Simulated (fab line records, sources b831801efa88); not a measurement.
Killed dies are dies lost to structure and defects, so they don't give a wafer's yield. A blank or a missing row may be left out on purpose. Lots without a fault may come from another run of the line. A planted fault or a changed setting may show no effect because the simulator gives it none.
Which tool did it? | flow gf180mcu | 12 lots, 36 wafers sampled, at 7 steps of a route of 602

WHAT THE GAUGES READ, wafer by wafer
GF_MVSD_OVL_MEAS_07. Usual: MVSD_OVL -0.4 nm, standard deviation 1.3.
lot  | measured    | on         | MVSD_OVL (nm)  | flag
L423 | day 5 12:27 | overlay-02 | 1.2 0.4 0.9    |
L424 | day 5 14:03 | overlay-01 | -0.7 -0.4 0.3  |
L428 | day 6 11:05 | overlay-02 | -0.7 0.5 0.9   |
L430 | day 6 22:27 | overlay-02 | 0.0 -1.3 -0.6  |
L433 | day 7 13:25 | overlay-01 | - - -          | OFF
L434 | day 7 22:09 | overlay-02 | - - -          | OFF
L435 | day 8 06:43 | overlay-01 | - - -          | OFF
L439 | day 9 03:23 | overlay-01 | 1.7 1.6 -0.4   |
L440 | day 9 07:11 | overlay-02 | -0.9 -1.0 0.7  |
L441 | day 9 11:09 | overlay-01 | -2.4 -0.4 -0.9 |
L442 | day 9 19:29 | overlay-01 | -1.6 -0.6 -1.7 |
L443 | day 9 23:57 | overlay-01 | 0.5 0.2 -0.5   |

GF_MVPSD_TW_MEAS_11. Usual: MVPSD_TW 551, standard deviation 5.
lot  | measured     | on            | MVPSD_TW       | flag
L423 | day 6 03:51  | film_metro-03 | 547 546 544    |
L424 | day 6 05:50  | film_metro-02 | 554 554 556    |
L428 | day 7 03:03  | film_metro-03 | 545 548 546    |
L430 | day 7 15:04  | film_metro-02 | 553 553 549    |
L433 | day 8 06:09  | film_metro-04 | 1606 1606 1611 | OFF
L434 | day 8 15:35  | film_metro-02 | 1608 1611 1619 | OFF
L435 | day 9 00:17  | film_metro-04 | 1598 1603 1598 | OFF
L439 | day 9 21:29  | film_metro-02 | 553 555 550    |
L440 | day 10 01:11 | film_metro-02 | 556 556 559    |
L441 | day 10 05:22 | film_metro-04 | 552 553 554    |
L442 | day 10 13:41 | film_metro-03 | 543 540 540    |
L443 | day 10 18:01 | film_metro-03 | 546 540 540    |

GF_VT_IMPLANT_TW_MEAS_10. Usual: VT_IMPLANT_TW 562, standard deviation 3.7.
lot  | measured     | on            | VT_IMPLANT_TW  | flag
L423 | day 6 19:17  | film_metro-03 | 554 560 558    |
L424 | day 6 21:50  | film_metro-01 | 562 563 564    |
L428 | day 7 19:36  | film_metro-02 | 564 562 565    |
L430 | day 8 07:26  | film_metro-01 | 566 562 562    |
L433 | day 8 22:20  | film_metro-03 | 1582 1573 1576 | OFF
L434 | day 9 08:57  | film_metro-01 | 1597 1606 1605 | OFF
L435 | day 9 17:25  | film_metro-01 | 1611 1607 1613 | OFF
L439 | day 10 15:37 | film_metro-02 | 563 564 565    |
L440 | day 10 19:26 | film_metro-02 | 563 565 563    |
L441 | day 10 23:32 | film_metro-01 | 561 562 562    |
L442 | day 11 07:44 | film_metro-03 | 553 558 556    |
L443 | day 11 12:56 | film_metro-03 | 553 558 556    |

GF_V1_RS_MEAS_24: measures by four-point-probe. Usual: V1_W_RS 0.330 ohm/sq, standard deviation 0.0045.
lot  | measured     | on            | V1_W_RS (ohm/sq)  | flag
L423 | day 19 17:44 | film_metro-02 | 0.332 0.326 0.321 |
L424 | day 19 22:05 | film_metro-01 | 0.331 0.324 0.333 |
L428 | day 21 09:19 | film_metro-01 | 0.330 0.332 0.325 |
L430 | day 22 05:16 | film_metro-02 | 0.341 0.339 0.328 |
L433 | day 23 00:47 | film_metro-04 | 0.327 0.325 0.333 |
L434 | day 23 14:51 | film_metro-02 | 0.330 0.330 0.328 |
L435 | day 23 23:01 | film_metro-02 | 0.327 0.337 0.331 |
L439 | day 25 00:56 | film_metro-01 | 0.339 0.333 0.336 |
L440 | day 25 06:05 | film_metro-02 | 0.334 0.332 0.336 |
L441 | day 25 17:56 | film_metro-02 | 0.327 0.330 0.331 |
L442 | day 25 23:29 | film_metro-04 | 0.331 0.339 0.326 |
L443 | day 26 11:55 | film_metro-01 | 0.324 0.331 0.335 |

GF_V2_THK_MEAS_25: measures by xrf. Usual: V2_W_THK 365 nm, standard deviation 6.8.
lot  | measured     | on            | V2_W_THK (nm) | flag
L423 | day 21 20:44 | film_metro-02 | 367 366 369   |
L424 | day 22 01:26 | film_metro-02 | 367 367 368   |
L428 | day 23 10:40 | film_metro-04 | 359 366 360   |
L430 | day 24 04:52 | film_metro-03 | 348 352 370   |
L433 | day 25 00:11 | film_metro-02 | 356 357 368   |
L434 | day 25 16:23 | film_metro-02 | 355 357 359   |
L435 | day 25 22:05 | film_metro-04 | 369 366 362   |
L439 | day 26 22:16 | film_metro-04 | 365 365 372   |
L440 | day 27 02:19 | film_metro-03 | 365 353 363   |
L441 | day 27 13:43 | film_metro-04 | 359 371 368   |
L442 | day 27 19:30 | film_metro-04 | 367 372 370   |
L443 | day 28 06:10 | film_metro-02 | 377 358 377   |

WHICH TOOL RAN EACH LOT (tool, then ch and the chambers of the sampled wafers, then the start)
lot  | GF_MVSD_COAT_02                  | GF_M2_SPUTTER_03
L423 | litho_track-02 ch 0, day 5 05:34 | pvd_sputter-02, day 19 18:22
L424 | litho_track-02 ch 0, day 5 06:53 | pvd_sputter-01, day 19 22:43
L428 | litho_track-02 ch 0, day 6 03:32 | pvd_sputter-02, day 21 10:11
L430 | litho_track-01 ch 0, day 6 14:13 | pvd_sputter-03, day 22 05:55
L433 | litho_track-03, day 7 04:45      | pvd_sputter-03, day 23 01:23
L434 | litho_track-02, day 7 14:22      | pvd_sputter-03, day 23 18:15
L435 | litho_track-03, day 7 21:38      | pvd_sputter-02, day 23 23:40
L439 | litho_track-01 ch 0, day 8 18:30 | pvd_sputter-01, day 25 01:34
L440 | litho_track-03 ch 0, day 8 22:26 | pvd_sputter-02, day 25 06:41
L441 | litho_track-03 ch 0, day 9 02:55 | pvd_sputter-01, day 25 18:34
L442 | litho_track-02 ch 0, day 9 10:05 | pvd_sputter-01, day 26 00:07
L443 | litho_track-03 ch 0, day 9 15:22 | pvd_sputter-02, day 26 12:32
- GF_MVSD_COAT_02: resist thk 3000 nm.
- GF_M2_SPUTTER_03: material Ti, target thk 10 nm, time 6.7 s.

WHAT THE TOOLS THEMSELVES READ (means of the sampled wafers that have a number; where no wafer has one, the mark that the record gives instead)
GF_MVSD_COAT_02. Usual: chill_plate_temp_C 22.99 C, standard deviation 0.1; dispense_pressure_kPa 54.3 kPa, standard deviation 1.7.
lot  | tool           | chill_plate_temp_C (C) | dispense_pressure_kPa (kPa) | flag
L423 | litho_track-02 | 22.99                  | 56.1                        |
L424 | litho_track-02 | 23.06                  | 56.1                        |
L428 | litho_track-02 | 22.95                  | 56.1                        |
L430 | litho_track-01 | 23.00                  | 51.3                        |
L433 | litho_track-03 | -                      | -                           | OFF
L434 | litho_track-02 | -                      | -                           | OFF
L435 | litho_track-03 | -                      | -                           | OFF
L439 | litho_track-01 | 23.01                  | 51.3                        |
L440 | litho_track-03 | 22.96                  | 53.9                        |
L441 | litho_track-03 | 23.00                  | 53.8                        |
L442 | litho_track-02 | 23.01                  | 56.1                        |
L443 | litho_track-03 | 23.13                  | 53.8                        |

GF_M2_SPUTTER_03. Usual: throttle_valve_pct 30.1 %, standard deviation 0.83.
lot  | tool           | throttle_valve_pct (%) | flag
L423 | pvd_sputter-02 | 30.1                   |
L424 | pvd_sputter-01 | 29.5                   |
L428 | pvd_sputter-02 | 30.1                   |
L430 | pvd_sputter-03 | 30.4                   |
L433 | pvd_sputter-03 | 30.0                   |
L434 | pvd_sputter-03 | 31.1                   |
L435 | pvd_sputter-02 | 29.9                   |
L439 | pvd_sputter-01 | 29.6                   |
L440 | pvd_sputter-02 | 29.6                   |
L441 | pvd_sputter-01 | 29.4                   |
L442 | pvd_sputter-01 | 29.7                   |
L443 | pvd_sputter-02 | 30.3                   |

THE ANSWER, worked out from the rows above alone
Rule: a lot is off if the mean of its wafers that have a number lies more than 3 standard deviations from the usual mean. A lot without any number at a reading at which 4 lots or more have one is off too. The other lots that the step has rows for count as sound. The gauges are gone through in route order, then the tools' own readings, and for those a lot's mean is taken as printed above. The first step at which some lot is off is used, and at that step the reading that is off furthest; a lot without a number counts as furthest.
Off: L433, L434, L435, at GF_MVSD_OVL_MEAS_07 (MVSD_OVL). Without a number there: L433, L434, L435.
A tool fits if, at a process step before that reading, it ran every lot that is off, and no sound lot after the first of them. The gauges at GF_MVSD_OVL_MEAS_07 aren't tried: what is off there is off at GF_MVPSD_TW_MEAS_11 too, on other tools, and a gauge's error can't cause that. None of those tried fits.

WHAT THE SIMULATOR HAD PUT IN
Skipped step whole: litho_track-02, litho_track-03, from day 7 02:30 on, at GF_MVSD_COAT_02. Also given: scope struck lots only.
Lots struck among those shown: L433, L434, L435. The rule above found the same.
